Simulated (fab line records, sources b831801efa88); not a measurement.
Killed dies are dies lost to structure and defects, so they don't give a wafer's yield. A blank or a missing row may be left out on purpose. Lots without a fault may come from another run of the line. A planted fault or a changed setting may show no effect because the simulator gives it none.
A struck lot beside a sound one | flow sky130 | 21 steps out of a route of 708
Sound: wafers L875.1, L875.2, L875.4. Struck: wafer L867.6. (L867.3, L867.4 of the same lot were not struck and are left out.) The cause comes at the end.
At each step with rows: each side's tool, then ch and its chambers, then its first start. Under that, the readings that differ: sound wafers | struck wafers | difference of the means | sigmas: that difference in standard deviations of wafers without a fault.
alike: readings whose means differ by less than 2 such deviations, and words and numbers that are the same on both sides. not compared: withheld readings, readings that some wafer has no value for, bounds like >300 that may hide the same value, and numbers for which the record gives no deviation and whose values overlap.
The two part at a step that has a row with sigmas, a row that says differs or no value, or rows on one side only. Numbers that don't overlap but have no deviation are shown without sigmas and don't part them. A reading that every wafer of one side lacks parts them only if that side has two wafers or more.

first, 1 step without rows for these wafers: SKY_FIELD_ISO_DEVELOP_12 (develop time 60 s).
SKY_FIELD_ISO_CD_MEAS_13: target cd 150 nm.
  sound on cd_sem-01, day 6 01:21; struck on cd_sem-02, day 4 09:59
  alike: cd_nm
SKY_FIELD_ISO_ETCH_14: etches BARC in N2/H2, stops on SiO2, time 45.9 s, target depth 60 nm.
  sound on rie_diel-01 ch 0,2,3, day 6 01:28; struck on rie_diel-04 ch 2, day 4 10:04
  reading                | sound                | struck | difference | sigmas
  throttle_valve_pct (%) | 13.229 13.226 13.223 | 13.203 | -0.023     | -2
  alike: bias_w, drypump_motor_current_A, oes_product_au
  not compared: rf_hours_counter_h
SKY_FIELD_ISO_ETCH_15: etches the open film in CHF3/O2, stops on Si, target depth 180 nm, time 72 s.
  sound on rie_diel-01 ch 0,2,3, day 6 01:31; struck on rie_diel-04 ch 2, day 4 10:07
  reading                | sound             | struck | difference | sigmas
  throttle_valve_pct (%) | 8.839 8.855 8.857 | 8.827  | -0.023     | -3
  alike: bias_w, drypump_motor_current_A, oes_product_au
  not compared: rf_hours_counter_h
SKY_FIELD_ISO_STRIP_16: strips in O2/N2.
  sound on plasma_asher-02 ch 0,1, day 6 01:34; struck on plasma_asher-02 ch 0, day 4 10:13
  alike: drypump_motor_current_A, oes_product_au, strip_time_to_endpoint_s
  not compared: rf_hours_counter_h
SKY_FIELD_ISO_ETCH_17: etches Si in HBr/Cl2/O2, target depth 342 nm, time 97.7 s.
  sound on rie_si-02 ch 0,2,3, day 6 01:40; struck on rie_si-02 ch 2, day 4 10:16
  alike: bias_w, drypump_motor_current_A, oes_product_au, throttle_valve_pct
  not compared: rf_hours_counter_h
then, 5 steps without rows for these wafers: SKY_FIELD_ISO_WET_ETCH_18 (etches Si3N4 in H3PO4, target depth 25 nm, time 286 s); SKY_FIELD_ISO_CLEAN_19 (cleans in SC1/SC2, time 150 s); SKY_FIELD_ISO_CLEAN_20 (cleans in dHF, time 20 s); SKY_FIELD_ISO_WET_ETCH_21 (etches SiO2 in dHF, target depth 20 nm, time 400 s); SKY_FIELD_ISO_OXIDATION_22 (stabilise 600 s, purge 300 s, target thk 10 nm).
SKY_FIELD_ISO_THK_MEAS_23:
  sound on film_metro-03, day 6 03:22; struck on film_metro-03, day 4 12:04
  reading                         | sound             | struck | difference | sigmas
  FIELD_ISO_OXIDATION_01_THK (nm) | 10.07 10.09 10.20 | 9.66   | -0.46      | -2
SKY_FIELD_ISO_CVD_24: deposits SiO2, target thk 595 nm, time 99.2 s.
  sound on hdpcvd-02 ch 0,1,2, day 6 03:25; struck on hdpcvd-01 ch 0, day 4 12:07
  reading                                    | sound             | struck | difference | sigmas
  model.SiO2_of_FIELD_ISO_CVD_24.thk_nm (nm) | 589.8 590.1 585.3 | 267.7  | -320.7     |
  alike: susceptor_temp_C
SKY_FIELD_ISO_THK_MEAS_25:
  sound on film_metro-04, day 6 03:29; struck on film_metro-04, day 4 12:13
  reading                   | sound       | struck | difference | sigmas
  FIELD_ISO_CVD_24_THK (nm) | 590 590 585 | 268    | -320       | -48
then, 1 step without rows for these wafers: SKY_FIELD_ISO_ANNEAL_26 (time 1800 s).
SKY_FIELD_ISO_CMP_27: polishes, stops on Si3N4, t overpolish 16 s, target thk 457.8 nm.
  sound on cmp-01 ch 0,2,3, day 6 05:03; struck on cmp-02 ch 3, day 4 13:48
  reading                | sound       | struck | difference | sigmas
  time_to_endpoint_s (s) | 109 107 112 | 53     | -56        | -18
  alike: motor_current_A, retaining_ring_pressure_frac
then, 2 steps without rows for these wafers: SKY_FIELD_ISO_WET_ETCH_28 (etches SiO2 in dHF, target depth 23.7 nm, time 47 s); SKY_FIELD_ISO_WET_ETCH_29 (etches Si3N4 in H3PO4, target depth 160 nm, time 1825 s).
SKY_FIELD_ISO_WET_ETCH_30: etches SiO2 in dHF, target depth 25 nm, time 50 s.
  sound on wet_bench-04 ch 0, day 6 05:53; struck on wet_bench-02 ch 0, day 4 14:35
  reading                                    | sound             | struck | difference | sigmas
  model.SiO2_of_FIELD_ISO_CVD_24.thk_nm (nm) | 403.8 403.5 405.4 | 214.7  | -189.5     |
then, 1 step without rows for these wafers: SKY_NWELL_CLEAN_00 (cleans in SC1/SC2, time 150 s).
-- the record jumps here: 44 days lie between the struck wafers' starts before and after (it left off in module NWELL and takes up again in module PAD_OPEN, whose first step shown is number 708 of the route) --
SKY_PAD_OPEN_PROBE_99:
  sound on prober-01, day 49 16:59; struck on prober-01, day 48 06:47
  reading             | sound | struck | difference | sigmas
  killed_at_front_end | 15    | 429    | +414       | +96
  killed_dies         | 92    | 492    | +400       | +36
  killed_on_rim       | 18    | 96     | +78        | +22
  alike: killed_at_M0_to_M3, killed_at_M4_up, killed_at_contacts, killed_at_other, killed_open, killed_short

WHERE THEY PART
First at SKY_FIELD_ISO_ETCH_14; last, within this record, at SKY_PAD_OPEN_PROBE_99.

WHY: what the simulator had put in
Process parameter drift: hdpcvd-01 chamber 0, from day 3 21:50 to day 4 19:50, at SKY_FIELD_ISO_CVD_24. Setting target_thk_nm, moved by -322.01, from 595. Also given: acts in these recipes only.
